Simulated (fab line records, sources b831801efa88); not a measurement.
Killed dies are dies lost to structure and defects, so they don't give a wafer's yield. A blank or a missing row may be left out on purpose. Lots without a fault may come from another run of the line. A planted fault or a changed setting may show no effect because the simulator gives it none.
Which tool did it? | flow gf180mcu | 6 lots, 18 wafers sampled, at 3 steps of a route of 602

WHAT THE GAUGES READ, wafer by wafer
GF_MVSD_TW_MEAS_11.
lot  | measured    | on            | MVSD_TW
L701 | day 4 22:13 | film_metro-04 | 1604 1609 1608
L703 | day 5 08:52 | film_metro-04 | 1591 1581 1590
L708 | day 6 15:07 | film_metro-04 | 1486 1483 1486
L716 | day 8 14:16 | film_metro-01 | 1571 1557 1567
L718 | day 9 05:24 | film_metro-03 | 1611 1614 1607
L721 | day 9 17:35 | film_metro-01 | 1563 1563 1570

WHICH TOOL RAN EACH LOT (tool, then ch and the chambers of the sampled wafers, then the start)
lot  | GF_LVPWELL_STRIP_10                 | GF_MVSD_STRIP_10
L701 | plasma_asher-01 ch 0,1, day 4 08:05 | plasma_asher-03 ch 0,1, day 4 22:07
L703 | plasma_asher-02 ch 0,1, day 4 18:35 | plasma_asher-01 ch 0, day 5 08:46
L708 | plasma_asher-02 ch 0,1, day 6 00:02 | plasma_asher-02 ch 0,1, day 6 15:01
L716 | plasma_asher-04 ch 0,1, day 7 21:13 | plasma_asher-01 ch 0,1, day 8 14:10
L718 | plasma_asher-02 ch 0,1, day 8 12:22 | plasma_asher-01 ch 0,1, day 9 05:19
L721 | plasma_asher-04 ch 0,1, day 9 00:16 | plasma_asher-03 ch 0,1, day 9 17:29
- GF_LVPWELL_STRIP_10: strips in O2/N2.
- GF_MVSD_STRIP_10: strips in O2/N2.

THE ANSWER, worked out from the rows above alone
Rule: what is usual is taken from the lots themselves. Put in order of their means at a reading, lots are off if they are a third of the lots or fewer, leave a main group of 4 or more, and stand apart from it by a gap of 3 or more times the standard deviation of the main group's means; of several such gaps the widest counts. A main group whose means are all the same, to the digits that the tables above print for the reading, isn't used. A lot without any number at a reading at which 4 lots or more have one is off too. The other lots that the step has rows for count as sound.
Off: L708, at GF_MVSD_TW_MEAS_11 (MVSD_TW). The main group: mean 1587, standard deviation 20.
A tool fits if, at a process step before that reading, it ran every lot that is off, and no sound lot after the first of them. The gauges at GF_MVSD_TW_MEAS_11 are tried like those tools. Can't be told from this: 2 tools fit, plasma_asher-02 at GF_MVSD_STRIP_10, film_metro-04 at GF_MVSD_TW_MEAS_11.

WHAT THE SIMULATOR HAD PUT IN
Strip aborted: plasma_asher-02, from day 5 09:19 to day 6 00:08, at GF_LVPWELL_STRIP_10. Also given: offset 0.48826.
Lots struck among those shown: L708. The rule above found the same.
